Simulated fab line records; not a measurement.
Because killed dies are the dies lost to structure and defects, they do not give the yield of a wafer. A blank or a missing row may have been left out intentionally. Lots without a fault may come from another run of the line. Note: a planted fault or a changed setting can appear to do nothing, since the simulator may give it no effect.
What tool caused it? | flow gf180mcu | Sampling: 11 lots, 30 wafers, 5 of 602 route steps

WHAT EACH GAUGE READ, for each wafer
GF_V2_RS_MEAS_24: measurement is done with a four-point probe. Usual: V2_W_RS 0.328 ohm/sq, standard deviation 0.0032.
lot  | measured     | on            | V2_W_RS (ohm/sq)  | flag
L230 | day 20 07:04 | film metro-03 | 0.323 0.326 0.328 |
L234 | day 21 19:21 | film metro-02 | 0.334 0.329 0.331 |
L235 | day 22 07:47 | film metro-02 | 0.325 0.324 0.326 |
L239 | day 23 13:41 | film metro-03 | 0.329 0.326 0.328 |
L240 | day 24 01:31 | film metro-02 | 0.329 0.324 0.329 |
L241 | day 24 05:46 | film metro-03 | 0.328 0.327 0.328 |
L242 | day 24 16:51 | film metro-02 | 0.328 0.898       | OFF
L243 | day 25 02:50 | film metro-03 | 0.851 0.849       | OFF
L245 | day 25 17:55 | film metro-03 | 0.320 0.867       | OFF
L252 | day 27 17:13 | film metro-04 | 0.329 0.329 0.327 |
L253 | day 27 18:24 | film metro-03 | 0.329 0.319 0.321 |

GF_V2_THK_MEAS_25: measures by xrf. Usual: V2_W_THK 372 nm, standard deviation 5.7.
lot  | measured     | on            | V2_W_THK (nm) | flag
L230 | day 20 07:10 | film metro-03 | 386 381 378   |
L234 | day 21 19:28 | film metro-02 | 365 371 367   |
L235 | day 22 07:53 | film metro-02 | 376 378 374   |
L239 | day 23 13:47 | film metro-03 | 372 377 374   |
L240 | day 24 01:38 | film metro-02 | 371 374 370   |
L241 | day 24 05:53 | film metro-03 | 376 377 375   |
L242 | day 24 16:57 | film metro-02 | 369 134       | OFF
L243 | day 25 02:55 | film metro-03 | 142 144       | OFF
L245 | day 25 18:02 | film metro-03 | 386 140       | OFF
L252 | day 27 17:20 | film metro-04 | 366 368 366   |
L253 | day 27 18:31 | film metro-03 | 365 377 374   |

WHAT TOOL EACH LOT RAN ON (gives the tool, then ch and the chambers of the sampled wafers, and finally the start)
lot  | GF_V2_ETCH_17                                 | GF_V2_STRIP_18                       | GF_V2_CVD_23
L230 | rie diel-03 ch 0,2, day 20 06:13 or earlier   | plasma asher-02 ch 0,1, day 20 06:13 | cvd w-01 ch 1, day 20 06:53
L234 | rie diel-03 ch 0,2,3, day 21 18:16 or earlier | plasma asher-02 ch 0, day 21 18:16   | cvd w-02 ch 0,1, day 21 19:14
L235 | rie diel-04 ch 0,3, day 22 07:02 or earlier   | plasma asher-02 ch 0,1, day 22 07:02 | cvd w-01 ch 0,1, day 22 07:40
L239 | rie diel-03 ch 0,1,3, day 23 12:52 or earlier | plasma asher-02 ch 0,1, day 23 12:52 | cvd w-01 ch 0,1, day 23 13:33
L240 | rie diel-04 ch 0,1,3, day 24 00:45 or earlier | plasma asher-04 ch 0,1, day 24 00:45 | cvd w-01 ch 0,1, day 24 01:23
L241 | rie diel-04 ch 0,3, day 24 05:01 or earlier   | plasma asher-04 ch 0,1, day 24 05:01 | cvd w-01 ch 0,1, day 24 05:38
L242 | rie diel-01 ch 1,2, day 24 16:05 or earlier   | plasma asher-01 ch 0,1, day 24 16:05 | cvd w-01 ch 0,1, day 24 16:44
L243 | rie diel-01 ch 0, day 25 02:02 or earlier     | plasma asher-01 ch 1, day 25 02:02   | cvd w-01 ch 0,1, day 25 02:42
L245 | rie diel-01 ch 0,1, day 25 17:10 or earlier   | plasma asher-04 ch 1, day 25 17:10   | cvd w-01 ch 0,1, day 25 17:47
L252 | rie diel-04 ch 0,1,2, day 27 16:28 or earlier | plasma asher-04 ch 0,1, day 27 16:28 | cvd w-02 ch 0,1, day 27 17:07
L253 | rie diel-04 ch 0,1,3, day 27 17:40 or earlier | plasma asher-02 ch 0,1, day 27 17:40 | cvd w-02 ch 0,1, day 27 18:17
- GF_V2_ETCH_17: etches SiO2 in C4F8/O2/Ar, stops on TiN, target depth 630 nm.
- GF_V2_STRIP_18: strips in O2/N2.
- GF_V2_CVD_23: deposits W, target thk 350 nm, time 104.94 s.

WHAT THE TOOLS THEMSELVES READ (means of the sampled wafers that have a number; where no wafer has one, the mark that the record gives instead)
GF_V2_ETCH_17. Usual: 0.856 a.u. for oes product au, sd 0.005.
lot  | tool        | oes product au (a.u.) | flag
L230 | rie diel-03 | 0.861                 |
L234 | rie diel-03 | 0.852                 |
L235 | rie diel-04 | 0.853                 |
L239 | rie diel-03 | 0.858                 |
L240 | rie diel-04 | 0.856                 |
L241 | rie diel-04 | 0.857                 |
L242 | rie diel-01 | 0.854                 |
L243 | rie diel-01 | 0.857                 |
L245 | rie diel-01 | 0.853                 |
L252 | rie diel-04 | 0.855                 |
L253 | rie diel-04 | 0.850                 |

GF_V2_STRIP_18. Usual: drypump motor current A 5.7 A, standard deviation 0.33; heater power w 344 W, standard deviation 51; o2 flow sccm 2999 sccm, standard deviation 9.3; oes product au 0.593 a.u., standard deviation 0.0048.
lot  | tool            | drypump motor current A (A) | heater power w (W) | o2 flow sccm (sccm) | oes product au (a.u.) | flag
L230 | plasma asher-02 | 5.5                         | 318                | 3008                | 0.599                 |
L234 | plasma asher-02 | 6.0                         | 304                | 3005                | 0.593                 |
L235 | plasma asher-02 | 5.8                         | 306                | 2996                | 0.594                 |
L239 | plasma asher-02 | 5.8                         | 315                | 2996                | 0.591                 |
L240 | plasma asher-04 | 5.5                         | 356                | 2996                | 0.590                 |
L241 | plasma asher-04 | 5.6                         | 340                | 3002                | 0.594                 |
L242 | plasma asher-01 | 5.9                         | 396                | 2994                | 0.595                 |
L243 | plasma asher-01 | 6.2                         | 336                | 2996                | 0.591                 |
L245 | plasma asher-04 | 5.3                         | 372                | 2998                | 0.588                 |
L252 | plasma asher-04 | 5.6                         | 339                | 2998                | 0.592                 |
L253 | plasma asher-02 | 5.5                         | 318                | 2992                | 0.594                 |

GF_V2_CVD_23. Usual: 847 W for heater power w, sd 34.
lot  | tool     | heater power w (W) | flag
L230 | cvd w-01 | 866                |
L234 | cvd w-02 | 797                |
L235 | cvd w-01 | 848                |
L239 | cvd w-01 | 856                |
L240 | cvd w-01 | 855                |
L241 | cvd w-01 | 877                |
L242 | cvd w-01 | 879                |
L243 | cvd w-01 | 844                |
L245 | cvd w-01 | 857                |
L252 | cvd w-02 | 803                |
L253 | cvd w-02 | 796                |

THE ANSWER, worked out from the rows above alone
Rule: a lot is off if the mean of its wafers that have a number lies more than 3 standard deviations from the usual mean. A lot without any number at a reading at which 4 lots or more have one is off too. The other lots that the step has rows for count as sound. Order of review: gauges by route order, followed by the tools' own readings, for which a lot's mean as printed above is used. At the first step where some lot is off, the reading lying furthest off is the one used; lots without a number count as furthest.
Off: L242, L243, L245, at GF_V2_RS_MEAS_24 (V2_W_RS).
A tool fits if, at a process step before that reading, it ran every lot that is off, and no sound lot after the first of them. Those tools and the gauges at GF_V2_RS_MEAS_24 are tried in the same way. Because GF_V2_ETCH_17 lacks a start for some lots, the hours and order of its lots are taken from GF_V2_STRIP_18. 2 tools fit, rie diel-01 at GF_V2_ETCH_17 and cvd w-01 at GF_V2_CVD_23, so this cannot tell which one it is.

WHAT WAS PUT IN BY THE SIMULATOR
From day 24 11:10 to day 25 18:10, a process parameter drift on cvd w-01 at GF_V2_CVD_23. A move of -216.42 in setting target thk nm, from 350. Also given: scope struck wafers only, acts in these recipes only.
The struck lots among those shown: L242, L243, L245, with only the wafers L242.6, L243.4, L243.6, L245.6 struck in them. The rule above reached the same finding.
